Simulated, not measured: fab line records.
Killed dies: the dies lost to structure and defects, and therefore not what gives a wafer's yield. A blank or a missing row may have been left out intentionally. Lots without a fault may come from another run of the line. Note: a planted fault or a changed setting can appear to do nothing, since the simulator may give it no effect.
Commonality check across tools	flow sky130	Sample size 12 lots and 45 wafers

REASON FOR OPENING
Of 12 lots, 3 have the reading LDD_P_TW flagged at SKY_LDD_P_TW_MEAS_11. Wafers without a fault read 639, standard deviation 3.1.
Rule: a lot gets a flag if all its wafers with a number sit over 4 standard deviations from that mean, or if no wafer of it has a number. The other lots count as sound.

lot	measured	on	LDD_P_TW, wafer by wafer	flag
L200	day 18 18:16	film_metro-03	636 637 636	
L203	day 20 04:29	film_metro-01	639 642 641	
L204	day 20 16:01	film_metro-02	637 640 640	
L207	day 22 00:00	film_metro-02	638 637 641	
L208	day 22 08:15	film_metro-02	640 639 634	
L211	day 23 08:57	film_metro-03	637 643 634	
L212	day 23 16:59	film_metro-03	634 632 642	
L215	day 24 09:22	film_metro-03	564 563 561 564 565 561	FLAGGED
L216	day 24 22:55	film_metro-03	565 563 563 558 566 562	FLAGGED
L218	day 25 15:32	film_metro-02	559 562 560 558 560 563	FLAGGED
L221	day 26 19:25	film_metro-01	641 639 642	
L222	day 27 02:35	film_metro-01	641 646 641	
The mean of the flagged lots' numbers is 562, -77 from the usual (-25 standard deviations).

EACH LOT AND THE TOOL IT RAN ON
Before the reading, the record contains 3 process steps out of a 708-step route. In each cell: the tool, then ch and the chambers that the sampled wafers went through, then the start.
lot	flag	SKY_SONOS_ONO_ETCH_15	SKY_GATE_OXIDE_STRIP_13	SKY_LDD_P_IMPLANT_09
L200		rie_diel-01 ch 0,3, day 12 12:15	plasma_asher-04 ch 0,1, day 13 16:01	implanter-01 ch 0, day 18 18:01
L203		rie_diel-02 ch 0,1, day 13 15:03	plasma_asher-04 ch 0,1, day 14 19:16	implanter-03 ch 0, day 20 04:14
L204		rie_diel-01 ch 0,1, day 14 01:30	plasma_asher-03 ch 0,1, day 15 07:47	implanter-01 ch 0, day 20 15:46
L207		rie_diel-01 ch 1,3, day 15 04:39	plasma_asher-04 ch 0,1, day 16 11:56	implanter-03 ch 0, day 21 23:45
L208		rie_diel-02 ch 0,1, day 15 10:01	plasma_asher-03 ch 0,1, day 16 17:26	implanter-01 ch 0, day 22 08:00
L211		rie_diel-02 ch 0,2,3, day 16 11:39	plasma_asher-04 ch 0,1, day 17 18:51	implanter-04 ch 0, day 23 08:42
L212		rie_diel-02 ch 0,2,3, day 17 00:22	plasma_asher-02 ch 0,1, day 18 08:51	implanter-03 ch 0, day 23 16:44
L215	FLAGGED	rie_diel-01 ch 2,3, day 17 13:42	plasma_asher-03 ch 0,1, day 18 22:56	implanter-03 ch 0, day 24 09:08
L216	FLAGGED	rie_diel-02 ch 0,1,3, day 18 03:30	plasma_asher-03 ch 0,1, day 19 12:36	implanter-03 ch 0, day 24 22:40
L218	FLAGGED	rie_diel-03 ch 0,2,3, day 18 21:06	plasma_asher-02 ch 0,1, day 20 06:23	implanter-03 ch 0, day 25 15:17
L221		rie_diel-02 ch 0,3, day 20 03:45	plasma_asher-04 ch 0,1, day 21 12:38	implanter-04 ch 0, day 26 19:10
L222		rie_diel-02 ch 0,2,3, day 20 08:49	plasma_asher-02 ch 0,1, day 21 18:08	implanter-01 ch 0, day 27 02:20
What the steps here do:
- SKY_SONOS_ONO_ETCH_15: etches the open film in CHF3/O2, target depth 19.52 nm, time 7.8 s.
- SKY_GATE_OXIDE_STRIP_13: strips in O2/N2.
- SKY_LDD_P_IMPLANT_09
- SKY_LDD_P_TW_MEAS_11

FLAGGED AGAINST TOTAL, ONE TOOL AT A TIME (gauges that did the reading follow at the end)
step	tool	lots run	flagged	share of the flagged lots	sound lots run after its first flagged lot
SKY_SONOS_ONO_ETCH_15	rie_diel-01	4	1	some	0
SKY_SONOS_ONO_ETCH_15	rie_diel-02	7	1	some	2 (L221,L222)
SKY_SONOS_ONO_ETCH_15	rie_diel-03	1	1	some	0
SKY_GATE_OXIDE_STRIP_13	plasma_asher-02	3	1	some	1 (L222)
SKY_GATE_OXIDE_STRIP_13	plasma_asher-03	4	2	some	0
SKY_GATE_OXIDE_STRIP_13	plasma_asher-04	5	0	none	-
SKY_LDD_P_IMPLANT_09	implanter-01	4	0	none	-
SKY_LDD_P_IMPLANT_09	implanter-03	6	3	all	0
SKY_LDD_P_IMPLANT_09	implanter-04	2	0	none	-
SKY_LDD_P_TW_MEAS_11	film_metro-01	3	0	none	-
SKY_LDD_P_TW_MEAS_11	film_metro-02	4	1	some	0
SKY_LDD_P_TW_MEAS_11	film_metro-03	5	2	some	0

THE TABLE: WHAT IT ALLOWS
In the table, 1 row covers all flagged lots: implanter-03 at SKY_LDD_P_IMPLANT_09.
- implanter-03 at SKY_LDD_P_IMPLANT_09: 3 of its 6 lots flagged. Last sound lot L212 at day 23 16:44, first flagged lot L215 at day 24 09:08; a fault beginning in between fits.
implanter-03 at SKY_LDD_P_IMPLANT_09 is the single tool remaining.

WHAT WAS PUT IN BY THE SIMULATOR
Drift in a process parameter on implanter-03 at SKY_LDD_P_IMPLANT_09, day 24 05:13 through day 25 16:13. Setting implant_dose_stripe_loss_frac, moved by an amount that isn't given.
Struck lots among those shown: L215, L216, L218. This agrees with what the rule above found.
